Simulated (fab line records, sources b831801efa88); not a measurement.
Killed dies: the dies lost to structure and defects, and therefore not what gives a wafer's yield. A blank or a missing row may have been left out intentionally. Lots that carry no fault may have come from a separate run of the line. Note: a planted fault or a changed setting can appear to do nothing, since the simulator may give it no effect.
fab line records	flow sky130
record: lots: 12	wafers: 36	last_day: 50
route steps=708 shown VIA3@596 CAP2M@615 VIA4@640 PASSIVATION@687 PAD_OPEN@708
lots that met no fault: from a run of the same line without faults
start_h: the number of hours between the record's first day and the start of the first shown wafer of the lot	wait_h: hours elapsed since this lot's preceding step	" repeats the value in the row above	L1.1+2: a single row standing in for several wafers	- no value, or no start was given	* or withheld: withheld	< > ~ a bound
route shown NAME@n: a module of which the file shows steps, and the number in the route of the first	usual: mean/standard deviation of fault-free wafers	same: alike in all rows	chamber/n: place in a boat	sites: the reading at each site	_std_site: the standard deviation of these	_edge_site: inner sites' mean taken away from outer sites' mean	radius_mm: how far each site lies from the wafer's centre	mask NAME#n: copy n	behind: the last tool/chamber to shape the wafer	hold: why the lot was held/for how many hours/how that ended	device: the transistor (n, p or np) that didn't switch	end of line: at the end of the route, the tests of the same wafers	a step with no rows: only its recipe	killed: dies that structure and defects cost at the first sort, which is not the same as the wafer's yield	map: per-die view of a wafer (x killed, . not killed, _ where there is no die)
set.NAME: the run value of the setting; set.NAME@STEP: its run value at that earlier step	model.NAME: the simulator's own value behind a step, which no gauge read
a sample of lots followed through the steps of the route, with each step as a table and each wafer as a row
services: the hour from which a tool's chamber was out of use, counted from the record's first day as start_h (under 0 if before that day), plus the number of hours and why
== steps ==
step: SKY_VIA3_THK_MEAS_23
recipe: thk_meas_gauge: xrf	reads: W_of_VIA3_CVD_21
usual: VIA3_W_THK: 396/6.1
lot.wafer	tool	chamber	start_h	wait_h	VIA3_W_THK[nm]
L370.2	film_metro-02	-	934.25	0.1	394
L370.3	"	-	"	"	397
L370.6	"	-	"	"	396
L371.1	film_metro-04	-	937.31	0.1	405
L371.4	"	-	"	"	404
L371.6	"	-	"	"	405
L372.4	film_metro-02	-	945.87	0.1	386
L372.5	"	-	"	"	387
L372.6	"	-	"	"	395
L375.1	film_metro-04	-	979.58	0.1	395
L375.2	"	-	"	"	402
L375.4	"	-	"	"	395
L377.1	film_metro-03	-	987.98	0.1	404
L377.2	"	-	"	"	398
L377.3	"	-	"	"	396
L379.1	film_metro-04	-	1005.81	0.1	394
L379.3	"	-	"	"	398
L379.5	"	-	"	"	396
L382.1	film_metro-03	-	1023.61	0.1	382
L382.4	"	-	"	"	386
L382.6	"	-	"	"	388
L383.3	film_metro-04	-	1030.98	0.1	399
L383.5	"	-	"	"	399
L383.6	"	-	"	"	391
L385.1	film_metro-03	-	1040.21	0.1	396
L385.2	"	-	"	"	393
L385.4	"	-	"	"	400
L386.2	film_metro-04	-	1048.06	0.1	387
L386.3	"	-	"	"	394
L386.5	"	-	"	"	395
L391.3	film_metro-04	-	1078.18	0.1	405
L391.4	"	-	"	"	394
L391.6	"	-	"	"	398
L392.2	film_metro-02	-	1082.03	0.1	401
L392.5	"	-	"	"	396
L392.6	"	-	"	"	398
step: SKY_CAP2M_OVL_MEAS_12
usual: CAP2M_OVL: -0.2/1.4
lot.wafer	tool	chamber	start_h	wait_h	CAP2M_OVL[nm]
L370.2	overlay-01	-	960.01	0.1	-1.5
L370.3	"	-	"	"	0.5
L370.6	"	-	"	"	0.5
L371.1	overlay-01	-	963.31	0.1	-0.1
L371.4	"	-	"	"	-0.3
L371.6	"	-	"	"	-1.5
L372.4	overlay-01	-	969.98	0.1	-1.8
L372.5	"	-	"	"	-0.8
L372.6	"	-	"	"	-0.5
L375.1	overlay-01	-	1003.41	0.1	1.0
L375.2	"	-	"	"	1.5
L375.4	"	-	"	"	-0.5
L377.1	overlay-02	-	1012.06	0.1	-2.8
L377.2	"	-	"	"	-2.1
L377.3	"	-	"	"	-0.9
L379.1	overlay-02	-	1029.46	0.1	0.4
L379.3	"	-	"	"	0.2
L379.5	"	-	"	"	-0.5
L382.1	overlay-02	-	1047.16	0.1	0.9
L382.4	"	-	"	"	2.2
L382.6	"	-	"	"	1.3
L383.3	overlay-01	-	1053.42	0.1	-0.1
L383.5	"	-	"	"	-1.9
L383.6	"	-	"	"	-1.2
L385.1	overlay-02	-	1062.41	0.1	1.0
L385.2	"	-	"	"	-1.1
L385.4	"	-	"	"	-0.1
L386.2	overlay-01	-	1069.81	0.1	0.6
L386.3	"	-	"	"	1.7
L386.5	"	-	"	"	-0.2
L391.3	overlay-01	-	1099.67	0.1	-1.0
L391.4	"	-	"	"	-1.4
L391.6	"	-	"	"	-2.1
L392.2	overlay-02	-	1102.99	0.1	1.8
L392.5	"	-	"	"	2.5
L392.6	"	-	"	"	2.1
step: SKY_VIA4_THK_MEAS_01
recipe: reads: SiO2_of_VIA4_HDPCVD_00
usual: VIA4_HDPCVD_THK: 1749/17
lot.wafer	tool	chamber	start_h	wait_h	VIA4_HDPCVD_THK[nm]
L370.2	film_metro-02	-	985.88	0.1	1766
L370.3	"	-	"	"	1760
L370.6	"	-	"	"	1770
L371.1	film_metro-03	-	989.00	0.1	1734
L371.4	"	-	"	"	1755
L371.6	"	-	"	"	1744
L372.4	film_metro-01	-	996.07	0.0	1747
L372.5	"	-	"	"	1765
L372.6	"	-	"	"	1741
L375.1	film_metro-02	-	1028.44	0.1	1769
L375.2	"	-	"	"	1759
L375.4	"	-	"	"	1764
L377.1	film_metro-02	-	1035.81	0.1	1764
L377.2	"	-	"	"	1750
L377.3	"	-	"	"	1754
L379.1	film_metro-01	-	1053.25	0.1	1728
L379.3	"	-	"	"	1783
L379.5	"	-	"	"	1744
L382.1	film_metro-02	-	1070.06	0.1	1749
L382.4	"	-	"	"	1763
L382.6	"	-	"	"	1772
L383.3	film_metro-02	-	1076.88	0.1	1721
L383.5	"	-	"	"	1762
L383.6	"	-	"	"	1742
L385.1	film_metro-01	-	1084.92	0.1	1747
L385.2	"	-	"	"	1734
L385.4	"	-	"	"	1719
L386.2	film_metro-03	-	1091.78	0.1	1756
L386.3	"	-	"	"	1757
L386.5	"	-	"	"	1770
L391.3	film_metro-02	-	1121.28	0.1	1762
L391.4	"	-	"	"	1746
L391.6	"	-	"	"	1765
L392.2	film_metro-03	-	1124.90	0.1	1768
L392.5	"	-	"	"	1733
L392.6	"	-	"	"	1752
step: SKY_PASSIVATION_COAT_06
recipe: spin_rpm: 2000	resist_thk_nm: 3000
usual: spin_speed_rpm: 2000.0/1.3
lot.wafer	tool	chamber	start_h	wait_h	spin_speed_rpm
L370.2	litho_track-03	0	1045.56	0.1	2000.3
L370.3	"	0	"	"	1999.1
L370.6	"	0	"	"	1999.6
L371.1	litho_track-04	0	1049.01	0.1	2001.1
L371.4	"	0	"	"	2000.4
L371.6	"	0	"	"	2000.7
L372.4	litho_track-03	0	1054.21	0.1	2000.7
L372.5	"	0	"	"	1998.9
L372.6	"	0	"	"	1998.1
L375.1	litho_track-04	0	1084.76	0.1	2002.2
L375.2	"	0	"	"	2001.5
L375.4	"	0	"	"	2001.8
L377.1	litho_track-02	0	1091.66	0.1	2001.6
L377.2	"	0	"	"	2000.9
L377.3	"	0	"	"	2000.5
L379.1	litho_track-04	0	1106.81	0.1	2001.6
L379.3	"	0	"	"	2001.6
L379.5	"	0	"	"	2001.0
L382.1	litho_track-04	0	1123.71	0.1	2000.2
L382.4	"	0	"	"	1999.0
L382.6	"	0	"	"	1999.6
L383.3	litho_track-04	0	1129.76	0.1	1997.7
L383.5	"	0	"	"	1999.9
L383.6	"	0	"	"	1998.7
L385.1	litho_track-02	0	1136.91	0.1	2000.9
L385.2	"	0	"	"	1999.2
L385.4	"	0	"	"	2000.0
L386.2	litho_track-03	0	1143.16	0.1	2000.9
L386.3	"	0	"	"	1997.4
L386.5	"	0	"	"	1997.7
L391.3	litho_track-03	0	1170.44	0.1	1998.2
L391.4	"	0	"	"	2000.8
L391.6	"	0	"	"	1999.5
L392.2	litho_track-03	0	1173.36	0.1	2000.1
L392.5	"	0	"	"	1999.3
L392.6	"	0	"	"	1999.0
step: SKY_PASSIVATION_STRIP_12
recipe: chemistry: O2/N2	power_w: 1400	pressure_mtorr: 1500	platen_temp_c: withheld	overash_fraction: 0.7	o2_flow_sccm: 3000	n2_flow_sccm: 300
usual: chamber_pressure_mTorr: 1500.0/1.3	drypump_motor_current_A: 5.6/0.34	oes_product_au: 0.661/0.0043	strip_time_to_endpoint_s: 31.53/0.12
lot.wafer	tool	chamber	start_h	wait_h	chamber_pressure_mTorr	drypump_motor_current_A	oes_product_au	rf_hours_counter_h	strip_time_to_endpoint_s
L370.2	plasma_asher-04	0	1056.29	0.1	1499.7	5.7	0.664	28	31.54
L370.3	"	1	"	"	1499.6	6.1	0.656	-	31.51
L370.6	"	1	"	"	1499.7	6.1	0.659	-	31.49
L371.1	plasma_asher-04	1	1059.29	0.1	1498.4	6.1	0.662	28	31.48
L371.4	"	1	"	"	1499.9	6.1	0.669	-	31.52
L371.6	"	1	"	"	1497.4	6.1	0.663	-	31.43
L372.4	plasma_asher-02	1	1064.95	0.1	1498.1	5.1	0.664	-	31.63
L372.5	"	0	"	"	1497.9	5.3	0.662	-	31.62
L372.6	"	1	"	"	1500.2	5.1	0.659	-	31.62
L375.1	plasma_asher-03	1	1095.44	0.1	1498.0	5.3	0.659	75	31.57
L375.2	"	0	"	"	1501.1	5.6	0.661	75	31.64
L375.4	"	1	"	"	1498.9	5.3	0.664	-	31.39
L377.1	plasma_asher-04	0	1102.46	0.1	1499.9	5.7	0.658	32	31.53
L377.2	"	1	"	"	1498.8	6.1	0.665	32	31.57
L377.3	"	1	"	"	1499.1	6.1	0.662	-	31.77
L379.1	plasma_asher-03	1	1117.32	0.1	1500.4	5.3	0.659	77	31.72
L379.3	"	0	"	"	1501.2	5.6	0.656	-	31.80
L379.5	"	0	"	"	1500.2	5.6	0.654	-	31.45
L382.1	plasma_asher-02	1	1134.42	0.1	1499.7	5.1	0.661	6	31.29
L382.4	"	0	"	"	1499.6	5.3	0.651	-	31.42
L382.6	"	1	"	"	1501.9	5.1	0.664	-	31.46
L383.3	plasma_asher-02	1	1139.58	0.1	1499.1	5.1	0.656	-	31.50
L383.5	"	0	"	"	1499.6	5.3	0.666	-	31.45
L383.6	"	1	"	"	1498.9	5.1	0.663	-	31.51
L385.1	plasma_asher-04	1	1146.49	0.1	1498.6	6.1	0.665	36	31.57
L385.2	"	0	"	"	1499.3	5.7	0.664	36	31.71
L385.4	"	0	"	"	1500.5	5.8	0.667	-	31.62
L386.2	plasma_asher-04	1	1152.61	0.1	1500.5	6.1	0.658	37	31.49
L386.3	"	0	"	"	1501.6	5.7	0.662	-	31.52
L386.5	"	1	"	"	1501.6	6.1	0.655	-	31.53
L391.3	plasma_asher-02	1	1179.05	0.1	1497.8	5.1	0.661	-	32.53
L391.4	"	0	"	"	1499.5	5.3	0.657	-	32.53
L391.6	"	0	"	"	1498.6	5.3	0.664	-	32.47
L392.2	plasma_asher-03	0	1181.87	0.1	1501.0	5.6	0.664	84	32.58
L392.5	"	0	"	"	1500.4	5.6	0.655	-	32.42
L392.6	"	1	"	"	1501.3	5.3	0.666	-	32.48
step: SKY_PAD_OPEN_PROBE_99
usual: defect_limited_yield: 82.5/1.9	killed_at_M0_to_M3: 44/7.2	killed_at_M4_up: 2.9/1.8	killed_at_contacts: 24/5.6	killed_at_front_end: 15/4.2	killed_at_other: 0.4/0.71	killed_dies: 86/9.2	killed_open: 47/7.2	killed_short: 39/5.7	sort_bin_3_pad_short: 0.9/0.4	sort_bin_5_function: 10.2/1.6	sort_bin_6_memory: 6.4/1.2	sort_n_pass: 406/9.2	sort_yield_pct: 82.5/1.9
same: gross_dies: 492	killed_at_back_side: 0	sort_bin_4_leakage[%]: 0	sort_bin_8_speed[%]: 0
lot.wafer	tool	chamber	start_h	wait_h	defect_limited_yield[%]	killed_at_M0_to_M3	killed_at_M4_up	killed_at_contacts	killed_at_front_end	killed_at_other	killed_dies	killed_open	killed_short	sort_bin_3_pad_short[%]	sort_bin_5_function[%]	sort_bin_6_memory[%]	sort_n_pass	sort_yield_pct[%]
L377.1	prober-01	-	1124.97	0.1	83.1	49	2	18	11	3	83	44	38	0.6	8.9	7.3	409	83.1
L377.2	prober-01	-	1125.02	0.1	82.7	47	1	21	15	1	85	43	42	0.6	10.4	6.3	407	82.7
L377.3	prober-01	-	1125.07	0.2	80.7	46	6	31	12	0	95	53	42	1.2	10.8	7.3	397	80.7
L383.3	prober-01	-	1160.45	0.2	80.1	43	3	34	18	0	98	62	36	0.6	11.4	7.9	394	80.1
L383.5	prober-01	-	1160.55	0.2	82.5	48	3	21	13	1	86	41	45	0.6	9.1	7.7	406	82.5
L383.6	prober-01	-	1160.60	0.2	82.5	45	4	21	16	0	86	51	35	1.2	11.0	5.3	406	82.5
killed by level:class
L377.1 VIA1:geometric_particle:open=12 VIA2:geometric_particle:open=10 LOCAL_INTERCONNECT:geometric_particle:short=6 METAL1:geometric_particle:short=6 CONTACT:geometric_particle:open=5 VIA2:geometric_particle:short=5 METAL3:geometric_particle:short=4 POLY_GATE:geometric_particle:short=3
L377.2 VIA1:geometric_particle:open=9 LI_CONTACT:geometric_particle:open=6 METAL1:geometric_particle:short=6 VIA2:geometric_particle:open=6 LI_CONTACT:geometric_particle:short=5 CONTACT:geometric_particle:open=5 SPACER:geometric_particle:short=4 VIA1:geometric_particle:short=4
L377.3 LI_CONTACT:geometric_particle:open=13 VIA2:geometric_particle:open=11 VIA1:geometric_particle:open=10 METAL2:geometric_particle:short=8 CONTACT:geometric_particle:open=7 LOCAL_INTERCONNECT:geometric_particle:short=5 METAL1:geometric_particle:short=5 VIA3:geometric_particle:open=4
L383.3 LI_CONTACT:geometric_particle:open=14 CONTACT:geometric_particle:open=10 VIA1:geometric_particle:open=10 VIA1:geometric_particle:short=8 VIA2:geometric_particle:open=7 METAL1:geometric_particle:short=5 VIA3:geometric_particle:open=4 FIELD_ISO:geometric_particle:short=4
L383.5 METAL2:geometric_particle:short=8 VIA3:geometric_particle:open=8 VIA2:geometric_particle:open=7 VIA1:geometric_particle:open=6 METAL1:geometric_particle:short=6 POLY_GATE:geometric_particle:short=5 LI_CONTACT:geometric_particle:open=5 LOCAL_INTERCONNECT:geometric_particle:short=5
L383.6 VIA1:geometric_particle:open=12 VIA1:geometric_particle:short=9 VIA3:geometric_particle:open=8 VIA2:geometric_particle:open=7 LI_CONTACT:geometric_particle:open=6 CONTACT:geometric_particle:open=6 FIELD_ISO:geometric_particle:short=4 FIELD_ISO:geometric_particle:open=4
== services ==
tool	chamber	start_h	hours	kind
plasma_asher-02	-	1055.25	9.0	pm
plasma_asher-02	0	1055.25	9.0	vent_cycle
plasma_asher-02	1	1055.25	9.0	vent_cycle
plasma_asher-03	-	1063.27	0.5	repair
plasma_asher-02	0	1064.25	-	clean
plasma_asher-02	1	1064.25	-	clean
plasma_asher-02	-	1113.65	0.8	repair
== key ==
first_sign: step: SKY_PASSIVATION_STRIP_12	reading: strip_time_to_endpoint_s	direction: up	sigmas: 8.2	usual: *	struck: *
effect none on later readings
met_at SKY_PASSIVATION_COAT_06
struck_lots L391,L392
not_acting_at SKY_VIA3_THK_MEAS_23,SKY_CAP2M_OVL_MEAS_12,SKY_VIA4_THK_MEAS_01
onset_between 1143.16 1170.44
also_fits time
fault: kind: process_parameter_drift	tool: litho_track-03	chamber: -	onset_h: 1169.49	steps: SKY_PASSIVATION_COAT_06	channel: resist_thk_nm	offset: 84.543	shape: step	end_h: 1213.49	acts_in: these_recipes_only	stated: 3000
